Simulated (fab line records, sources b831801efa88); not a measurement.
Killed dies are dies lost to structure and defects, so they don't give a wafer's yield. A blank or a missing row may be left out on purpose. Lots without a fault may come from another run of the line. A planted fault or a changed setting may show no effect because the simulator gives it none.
Problem report in the 8D (eight disciplines) form, filled by code | flow sfq_line | the parts of the form that need people (team, actions taken, sign-off) are left out

1. THE PROBLEM
oes_product_au at SFQ_TRILAYER_M2_BARC_OPEN_METAL_ETCH_077 reads a mean of 0.708 a.u. on 6 wafers of 2 lots; wafers without a fault read 0.686 a.u. with a standard deviation of 0.004. That is +5.6 standard deviations from the usual mean.
The step: etches BARC in O2, target depth 125 nm, time 41.7 s.
First seen on wafer L389.2, day 22 18:26, on rie_metal-04. The record holds 42 wafers of 14 lots with a number at this step. Rule for "out", or "out of limits": more than 4 standard deviations from the usual mean. The other wafers with a number count as sound.

2. WHAT IT IS AND WHAT IT IS NOT
question                    | is                     | is not
which readings at this step | oes_product_au         | drypump_motor_current_A
which lots                  | L389, L390             | L382, L383, L384, L386, L388, L392, L398, L399, L400, L401, L402, L403
which wafers of those lots  | all that have a number | -
read on which tools         | rie_metal-04           | rie_metal-01, rie_metal-02
when                        | from day 22 18:26      | up to then (15 sound wafers); but 21 sound wafers of L392, L398, L399, L400, L401, L402, L403 came after

3. SUSPECTS, AND WHAT RULES EACH OUT
Counting: a tool at a process step up to the reading stays a suspect if it ran every lot that is out and no sound lot after the first of them.
- rie_metal-04 at SFQ_TRILAYER_M2_BARC_OPEN_METAL_ETCH_077 (etches BARC in O2, target depth 125 nm, time 41.7 s): ruled out as a lasting fault. Sound lots L398, L399, L400, L401 ran on it after its first lot that is out, L389 (day 22 18:26).
Left after counting: nothing in the record.

4. THE CAUSE (what the simulator had put in)
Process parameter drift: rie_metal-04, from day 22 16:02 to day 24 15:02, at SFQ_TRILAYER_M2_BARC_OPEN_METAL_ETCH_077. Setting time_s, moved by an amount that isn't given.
Counting ruled it out, wrongly.

5. THE CHAIN OF EFFECTS, in route order
Each row: a reading whose mean over the struck wafers that have a number lies more than 3 standard deviations from the usual. Only readings for which the record gives a usual standard deviation are gone through. hours: the time from each lot's start at the first step in this table that gives one to its start at this step, as a median over the lots. sigmas: the change in usual standard deviations.
hours | step                                     | reading        | usual      | on struck wafers | change | sigmas
0     | SFQ_TRILAYER_M2_BARC_OPEN_METAL_ETCH_077 | oes_product_au | 0.686 a.u. | 0.708            | +0.022 | +5.6
0     | SFQ_TRILAYER_M2_BARC_OPEN_METAL_ETCH_077 | run_length_s   | 70.0 s     | 67.8             | -2.2   | -4.2
The process steps in it:
- SFQ_TRILAYER_M2_BARC_OPEN_METAL_ETCH_077: etches BARC in O2, target depth 125 nm, time 41.7 s.

6. WHAT WOULD HAVE CAUGHT IT SOONER
In this record the first reading out of limits was taken at day 22 18:26, 2 hours after the fault began at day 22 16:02.
